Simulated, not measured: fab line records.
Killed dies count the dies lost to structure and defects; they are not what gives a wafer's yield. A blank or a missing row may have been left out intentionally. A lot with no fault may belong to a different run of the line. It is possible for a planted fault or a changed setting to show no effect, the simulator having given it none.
What tool caused it? | flow sfq-line | 21 wafers from 7 lots sampled at 6 of the route's 325 steps

WHAT THE GAUGES READ, wafer by wafer
SFQ_M7_RS_MEAS_943: the measuring method here is four-point-probe.
lot  | measured     | on            | M7_NB_RS (ohm/sq)
L125 | day 76 15:29 | film-metro-04 | 0.893 0.895 0.903
L127 | day 76 21:41 | film-metro-04 | 0.883 0.900 0.883
L130 | day 77 09:02 | film-metro-04 | 0.881 0.892 0.890
L133 | day 77 15:05 | film-metro-04 | 0.881 0.891 0.888
L138 | day 81 22:51 | film-metro-04 | 0.886 0.889 0.875
L143 | day 83 11:40 | film-metro-03 | 0.869 0.875 0.871
L147 | day 85 18:30 | film-metro-03 | 0.904 0.888 0.886

WHAT TOOL EACH LOT RAN ON (gives the tool, then ch and the chambers of the sampled wafers, and finally the start)
lot  | SFQ_TRILAYER_I5_ETCH_VIA_ETCH_147  | SFQ_TRILAYER_I6_DEP_PECVD_165   | SFQ_TRILAYER_I6_CMP_CMP_166   | SFQ_TRILAYER_I6_METRO_MEASURE_167 | SFQ_TRILAYER_I6_VIA_ETCH_VIA_ETCH_172
L125 | rie-diel-03 ch 2,3, day 65 23:43   | pecvd-03 ch 1,2, day 76 00:27   | cmp-02 ch 0,1, day 76 05:35   | film-metro-01, day 76 08:43       | rie-diel-01 ch 0,1,2, day 76 14:29
L127 | rie-diel-01 ch 0,1,3, day 66 05:36 | pecvd-02 ch 1,2, day 76 08:28   | cmp-02 ch 0,1,2, day 76 09:35 | film-metro-03, day 76 12:07       | rie-diel-01 ch 0,2,3, day 76 20:02
L130 | rie-diel-01 ch 0,2, day 71 12:14   | pecvd-02 ch 0,1, day 76 19:39   | cmp-01 ch 0,1,2, day 76 22:02 | film-metro-01, day 77 00:39       | rie-diel-01 ch 0,3, day 77 08:02
L133 | rie-diel-02 ch 1,3, day 71 15:50   | pecvd-03 ch 0,1, day 77 00:27   | cmp-01 ch 0,2,3, day 77 07:32 | film-metro-01, day 77 10:03       | rie-diel-03 ch 0,2, day 77 14:02
L138 | rie-diel-03 ch 0,3, day 72 02:38   | pecvd-03 ch 0,1,2, day 77 08:51 | cmp-01 ch 0,2,3, day 78 02:21 | film-metro-01, day 78 04:22       | rie-diel-03 ch 1,2,3, day 81 21:49
L143 | rie-diel-01 ch 0,1,3, day 75 10:20 | pecvd-02 ch 0,2, day 79 16:08   | cmp-02 ch 0,3, day 79 16:13   | film-metro-02, day 79 19:44       | rie-diel-04 ch 0,1,2, day 83 10:37
L147 | rie-diel-01 ch 0,1,3, day 80 06:45 | pecvd-01 ch 0,1, day 82 13:56   | cmp-02 ch 0,2,3, day 82 14:01 | film-metro-02, day 82 17:08       | rie-diel-04 ch 1,2,3, day 85 17:29
- SFQ_TRILAYER_I5_ETCH_VIA_ETCH_147: etches the open film in CHF3, stops on Nb, target depth 360 nm.
- SFQ_TRILAYER_I6_DEP_PECVD_165: deposits SiO2 from SiH4/N2O, time 111.11 s, target thk 500 nm.
- SFQ_TRILAYER_I6_CMP_CMP_166: polishes SiO2.
- SFQ_TRILAYER_I6_METRO_MEASURE_167
- SFQ_TRILAYER_I6_VIA_ETCH_VIA_ETCH_172: etches SiO2 in CHF3, stops on Nb, target depth 260 nm.

THE ANSWER, worked out from the rows above alone
Rule: the usual values come from the lots themselves. Put in order of their means at a reading, lots are off if they are a third of the lots or fewer, leave a main group of 4 or more, and stand apart from it by a gap of 3 or more times the standard deviation of the main group's means; of several such gaps the widest counts. Not used: any main group whose means are identical at the precision the tables above print for the reading. Also off: a lot with no number at a reading for which 4 or more lots have one. Where the step has rows for the other lots, those lots are counted as sound.
Nothing can be told from this: no lot is off at any reading shown.

WHAT THE SIMULATOR HAD PUT IN
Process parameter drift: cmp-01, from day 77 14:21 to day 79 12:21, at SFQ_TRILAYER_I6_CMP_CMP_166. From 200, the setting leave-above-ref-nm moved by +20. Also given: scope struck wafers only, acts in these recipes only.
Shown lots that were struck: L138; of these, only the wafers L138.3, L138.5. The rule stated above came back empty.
